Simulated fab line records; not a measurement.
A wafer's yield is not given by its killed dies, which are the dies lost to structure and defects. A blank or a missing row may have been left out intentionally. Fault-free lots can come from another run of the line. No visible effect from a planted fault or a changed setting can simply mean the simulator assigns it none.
A struck lot beside a sound one	flow sky130	17 steps out of a route of 708
Sound: these wafers, L368.1, L368.2, L368.5. Wafers L376.3, L376.4, L376.5 were the ones struck. The cause comes at the end.
Per side, at each step with rows, come the tool, then ch with its chambers, and then its first start. Under that, the readings that differ: sound wafers	struck wafers	difference of the means	sigmas: that difference in standard deviations of wafers without a fault.
alike: readings whose means differ by less than 2 such deviations, and words and numbers that are the same on both sides. not compared: withheld readings, readings that some wafer has no value for, bounds like >300 that may hide the same value, and numbers for which the record gives no deviation and whose values overlap.
The two part at a step that has a row with sigmas, a row that says differs or no value, or rows on one side only. Numbers that don't overlap but have no deviation are shown without sigmas and don't part them. A reading that every wafer of one side lacks parts them only if that side has two wafers or more.

SKY_VIA1_CMP_02: polishes SiO2.
  sound on cmp-02 ch 0,1,2, day 35 14:58; struck on cmp-01 ch 2,3, day 38 18:42
  alike: motor_current_A
SKY_VIA1_BOW_MEAS_03:
  sound on film_metro-03 at day 35 15:16; struck on film_metro-02 at day 38 19:02
reading	sound	struck	difference	sigmas
VIA1_BOW (um)	67 70 76	90 83 90	+17	+2
then, 8 steps without rows for these wafers: SKY_VIA1_DEHYDRATE_04 (time 60 s); SKY_VIA1_HMDS_05 (prime time 60 s); SKY_VIA1_COAT_06 (resist thk 60 nm); SKY_VIA1_COAT_07 (resist thk 450 nm); SKY_VIA1_SOFTBAKE_08 (time 90 s); SKY_VIA1_EXPOSE_09 (exposes mask VIM, target cd 150 nm); SKY_VIA1_PEB_10; SKY_VIA1_DEVELOP_11 (develop time 60 s).
SKY_VIA1_CD_MEAS_12 targets a cd of 150 nm.
  sound on cd_sem-02 at day 36 17:23; struck on cd_sem-02 at day 39 20:07
  alike: cd_nm
SKY_VIA1_OVL_MEAS_13:
  sound on overlay-02 at day 36 17:30; struck on overlay-02 at day 39 20:13
  alike: VIA1_OVL
SKY_VIA1_ETCH_14: etches BARC in N2/H2, stops on SiO2, time 45.9 s, target depth 60 nm.
  sound on rie_diel-02 ch 2,3, day 36 17:32; struck on rie_diel-02 ch 1,2, day 39 20:14
reading	sound	struck	difference	sigmas
rf_fwd_power_W (W)	497.3 495.4 494.5	575.0 574.4 574.9	+79.0	+42
model.KrF-thick_of_VIA1_COAT_07.thk_nm (nm)	391.6 393.5 391	390.1 387.1 387.1	-3.9	
  alike: drypump_motor_current_A, oes_product_au, throttle_valve_pct
  not compared: rf_hours_counter_h
SKY_VIA1_ETCH_15: etches SiO2 in C4F8/O2/Ar, stops on TiN, target depth 351 nm, time 54 s.
  sound on rie_diel-02 ch 2,3, day 36 17:35; struck on rie_diel-02 ch 1,2, day 39 20:17
  alike: oes_product_au, rf_fwd_power_W
  not compared: rf_hours_counter_h, model.KrF-thick_of_VIA1_COAT_07.thk_nm
SKY_VIA1_STRIP_16: strips in O2/N2.
  sound on plasma_asher-04 ch 0,1, day 36 17:37; struck on plasma_asher-02 ch 0,1, day 39 20:22
  alike: drypump_motor_current_A, oes_product_au, strip_time_to_endpoint_s
  not compared: rf_hours_counter_h
then, 1 step without rows for these wafers: SKY_VIA1_STRIP_17 (strips in post etch residue remover, time 1200 s).
-- the record jumps here: 10 days lie between the struck wafers' starts before and after (it left off in module VIA1 and takes up again in module PAD_OPEN, whose first step shown is number 708 of the route) --
SKY_PAD_OPEN_PROBE_99:
  sound on prober-01 at day 47 21:30; struck on prober-02 at day 50 06:10
  alike: defect_limited_yield, killed_at_M0_to_M3, killed_at_M4_up, killed_at_contacts, killed_at_front_end, killed_at_other, killed_dies, killed_open, killed_short, sort_bin_3_pad_short, sort_bin_5_function, sort_bin_6_memory, sort_n_pass, sort_yield_pct

WHERE THEY PART
First at SKY_VIA1_BOW_MEAS_03; last, within this record, at SKY_VIA1_ETCH_14. Later steps at which nothing parts them and some readings are alike: SKY_VIA1_ETCH_15, SKY_VIA1_STRIP_16, SKY_PAD_OPEN_PROBE_99.

WHY: whatever the simulator had introduced
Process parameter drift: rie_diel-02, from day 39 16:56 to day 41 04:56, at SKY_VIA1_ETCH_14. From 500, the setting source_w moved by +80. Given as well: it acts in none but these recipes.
